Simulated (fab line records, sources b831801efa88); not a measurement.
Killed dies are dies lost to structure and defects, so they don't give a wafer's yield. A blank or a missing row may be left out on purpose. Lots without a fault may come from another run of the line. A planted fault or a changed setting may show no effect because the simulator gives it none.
Tool commonality check | flow sky130 | 14 lots, 42 wafers sampled

WHY IT WAS OPENED
At SKY_LDD_LDN_TW_MEAS_13 the reading LDD_LDN_TW is flagged on 3 of 14 lots. Wafers without a fault read 1478, standard deviation 17.
Rule: a lot is flagged when every wafer of it that has a number lies more than 4 standard deviations from that mean, or none has a number. The other lots count as sound.

lot  | measured     | on            | LDD_LDN_TW, wafer by wafer | flag
L226 | day 24 09:51 | film_metro-03 | 1582 1579 1576             | FLAGGED
L228 | day 24 11:36 | film_metro-01 | 1465 1462 1463             |
L227 | day 24 11:55 | film_metro-03 | 1588 1588 1581             | FLAGGED
L229 | day 25 14:14 | film_metro-03 | 1603 1606 1593             | FLAGGED
L233 | day 25 21:31 | film_metro-03 | 1492 1494 1499             |
L235 | day 26 22:55 | film_metro-03 | 1492 1483 1493             |
L236 | day 27 06:20 | film_metro-01 | 1462 1464 1455             |
L238 | day 27 11:37 | film_metro-01 | 1463 1463 1460             |
L239 | day 28 08:33 | film_metro-03 | 1483 1491 1500             |
L240 | day 28 13:34 | film_metro-02 | 1466 1457 1470             |
L241 | day 29 00:18 | film_metro-03 | 1492 1499 1502             |
L243 | day 29 12:58 | film_metro-03 | 1487 1499 1493             |
L247 | day 30 18:16 | film_metro-02 | 1480 1466 1480             |
L248 | day 30 20:07 | film_metro-03 | 1497 1482 1491             |
The numbers of the flagged lots are 1588 on average: +110 against the usual, or +6 standard deviations.

WHICH TOOL RAN EACH LOT
The record holds 2 process steps before the reading, out of a route of 708 steps. In each cell: the tool, then ch and the chambers that the sampled wafers went through, then the start.
lot  | flag    | SKY_SONOS_ONO_ETCH_15              | SKY_LDD_LDN_IMPLANT_08
L226 | FLAGGED | rie_diel-02 ch 1,2,3, day 14 00:17 | implanter-02 ch 0, day 24 08:50
L228 |         | rie_diel-04 ch 0,1, day 14 00:32   | implanter-03 ch 0, day 24 10:56
L227 | FLAGGED | rie_diel-02 ch 1,2,3, day 14 02:41 | implanter-04 ch 0, day 24 10:54
L229 | FLAGGED | rie_diel-04 ch 1,2, day 14 23:17   | implanter-03 ch 0, day 25 13:14
L233 |         | rie_diel-02 ch 0,2,3, day 15 06:59 | implanter-02 ch 0, day 25 20:49
L235 |         | rie_diel-04 ch 1,2,3, day 16 04:34 | implanter-02 ch 0, day 26 22:13
L236 |         | rie_diel-03 ch 0,1, day 16 16:38   | implanter-03 ch 0, day 27 05:38
L238 |         | rie_diel-02 ch 0,3, day 16 22:17   | implanter-04 ch 0, day 27 10:56
L239 |         | rie_diel-02 ch 0,1,3, day 17 19:32 | implanter-02 ch 0, day 28 07:51
L240 |         | rie_diel-04 ch 0,1,3, day 18 04:04 | implanter-03 ch 0, day 28 12:52
L241 |         | rie_diel-02 ch 1,2,3, day 18 15:16 | implanter-04 ch 0, day 28 23:36
L243 |         | rie_diel-04 ch 0,1, day 19 02:35   | implanter-04 ch 0, day 29 12:17
L247 |         | rie_diel-02 ch 0,2, day 20 11:34   | implanter-03 ch 0, day 30 17:35
L248 |         | rie_diel-02 ch 0,2, day 20 16:25   | implanter-03 ch 0, day 30 19:27
What these steps do:
- SKY_SONOS_ONO_ETCH_15: etches the open film in CHF3/O2, target depth 19.52 nm, time 7.8 s.
- SKY_LDD_LDN_IMPLANT_08
- SKY_LDD_LDN_TW_MEAS_13

FLAGGED OVER TOTAL, TOOL BY TOOL (the gauges that took the reading come last)
step                   | tool          | lots run | flagged | share of the flagged lots | sound lots run after its first flagged lot
SKY_SONOS_ONO_ETCH_15  | rie_diel-02   | 8        | 2       | some                      | 6 (L233,L238,L239,L241,L247,L248)
SKY_SONOS_ONO_ETCH_15  | rie_diel-03   | 1        | 0       | none                      | -
SKY_SONOS_ONO_ETCH_15  | rie_diel-04   | 5        | 1       | some                      | 3 (L235,L240,L243)
SKY_LDD_LDN_IMPLANT_08 | implanter-02  | 4        | 1       | some                      | 3 (L233,L235,L239)
SKY_LDD_LDN_IMPLANT_08 | implanter-03  | 6        | 1       | some                      | 4 (L236,L240,L247,L248)
SKY_LDD_LDN_IMPLANT_08 | implanter-04  | 4        | 1       | some                      | 3 (L238,L241,L243)
SKY_LDD_LDN_TW_MEAS_13 | film_metro-01 | 3        | 0       | none                      | -
SKY_LDD_LDN_TW_MEAS_13 | film_metro-02 | 2        | 0       | none                      | -
SKY_LDD_LDN_TW_MEAS_13 | film_metro-03 | 9        | 3       | all                       | 6 (L233,L235,L239,L241,L243,L248)

WHAT THE TABLE ALLOWS
1 row of the table ran every flagged lot: film_metro-03 at SKY_LDD_LDN_TW_MEAS_13.
- film_metro-03 at SKY_LDD_LDN_TW_MEAS_13: 3 of its 9 lots flagged. Sound lots ran on it after the first flagged one (L233, L235, L239, L241, L243, L248), which a lasting fault on the whole tool wouldn't allow.
No row of the table ran every flagged lot and no sound lot after the first.

WHAT THE SIMULATOR HAD PUT IN
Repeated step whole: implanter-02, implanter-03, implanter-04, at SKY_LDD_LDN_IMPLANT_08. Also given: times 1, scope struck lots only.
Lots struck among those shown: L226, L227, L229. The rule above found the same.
